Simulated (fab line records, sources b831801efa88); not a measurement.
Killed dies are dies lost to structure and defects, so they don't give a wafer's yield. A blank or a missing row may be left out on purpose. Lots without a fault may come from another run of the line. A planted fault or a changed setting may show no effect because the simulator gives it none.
One fault seen from 2 desks | flow gf180mcu | each desk has only its own numbers; what lay behind them comes last

THE TOOL OWNER'S DESK: plasma_asher-04
The tool's own readings at GF_VT_IMPLANT_STRIP_31 (strips in O2/N2): means of the sampled wafers that have a number, for each lot that ran on this tool. A lot is out of limits, marked OUT, if its mean lies more than 4 standard deviations from the usual mean; the brackets give that distance.
Columns: A = chamber_pressure_mTorr at GF_VT_IMPLANT_STRIP_31, usual 1500.1 mTorr; B = drypump_motor_current_A at GF_VT_IMPLANT_STRIP_31, usual 5.8 A; C = heater_power_w at GF_VT_IMPLANT_STRIP_31, usual 324 W; D = o2_flow_sccm at GF_VT_IMPLANT_STRIP_31, usual 3000 sccm; E = oes_product_au at GF_VT_IMPLANT_STRIP_31, usual 0.709 a.u.; F = platen_temp_c at GF_VT_IMPLANT_STRIP_31, usual 249.20 C; G = strip_time_to_endpoint_s at GF_VT_IMPLANT_STRIP_31, usual 12.81 s
lot  | first seen here | A                | B   | C   | D    | E     | F      | G
L991 | day 7 03:44     | 1500.6           | 5.8 | 327 | 2995 | 0.707 | 249.26 | 12.88
L994 | day 7 23:38     | 1499.9           | 5.1 | 316 | 3006 | 0.711 | 249.02 | 12.82
L998 | day 9 04:47     | 1600.0 (+83) OUT | 5.5 | 323 | 2996 | 0.714 | 249.27 | 12.65 (-4.4) OUT
L999 | day 9 18:11     | 1600.0 (+83) OUT | 5.4 | 321 | 3006 | 0.720 | 249.08 | 12.64 (-4.7) OUT
L110 | day 12 10:32    | 1500.2           | 5.4 | 321 | 3000 | 0.710 | 249.27 | 12.81
L113 | day 13 07:44    | 1500.7           | 5.5 | 324 | 2992 | 0.713 | 249.14 | 12.86
This desk's finding: out of limits on L998, L999; first on L998, day 9 04:47 (chamber_pressure_mTorr at GF_VT_IMPLANT_STRIP_31). In limits: L991, L994, L110, L113.

THE METROLOGY DESK
What the gauges read, lot by lot, whatever tool the lot ran on: means of the sampled wafers that have a number. A lot is out of limits, marked OUT, if its mean lies more than 4 standard deviations from the usual mean; the brackets give that distance.
Columns: A = STI_OXIDATION_01_THK at GF_STI_THK_MEAS_22, usual 15.01 nm; B = HV_LDD_02_OVL at GF_HV_LDD_OVL_MEAS_32, usual 1.4 nm
lot  | first seen here | A     | B
L990 | day 2 04:09     | 14.93 | -2.0
L991 | day 2 09:48     | 15.00 | 2.7
L992 | day 2 13:25     | 14.97 | 3.2
L993 | day 2 19:13     | 15.07 | 2.1
L994 | day 2 23:50     | 15.13 | 0.9
L998 | day 3 22:02     | 14.80 | 1.5
L999 | day 4 02:17     | 14.85 | 2.9
L105 | day 5 09:11     | 14.96 | -0.9
L109 | day 6 06:46     | 15.07 | 1.0
L110 | day 6 11:44     | 15.18 | 2.7
L111 | day 6 16:11     | 15.26 | -0.2
L112 | day 6 20:25     | 14.77 | 0.4
L113 | day 7 03:35     | 15.25 | 1.4
This desk's finding: nothing out of limits on any of the 13 lots.

PUT TOGETHER
The tool owner's desk could have raised an alarm at day 9 04:47, on L998, L999.
The metrology desk saw nothing out of limits.
The metrology desk has L998, L999 on record, within its limits.
Of the lots named, all ran GF_VT_IMPLANT_STRIP_31 on plasma_asher-04.

WHAT THE SIMULATOR HAD PUT IN
Process parameter drift: plasma_asher-04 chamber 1, from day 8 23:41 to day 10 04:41, at GF_VT_IMPLANT_STRIP_31. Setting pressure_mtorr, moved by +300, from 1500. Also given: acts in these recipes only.
Lots struck among those shown: L998, L999.
Hours from the fault's start to each desk's first reading out of limits: the tool owner's desk, 5.
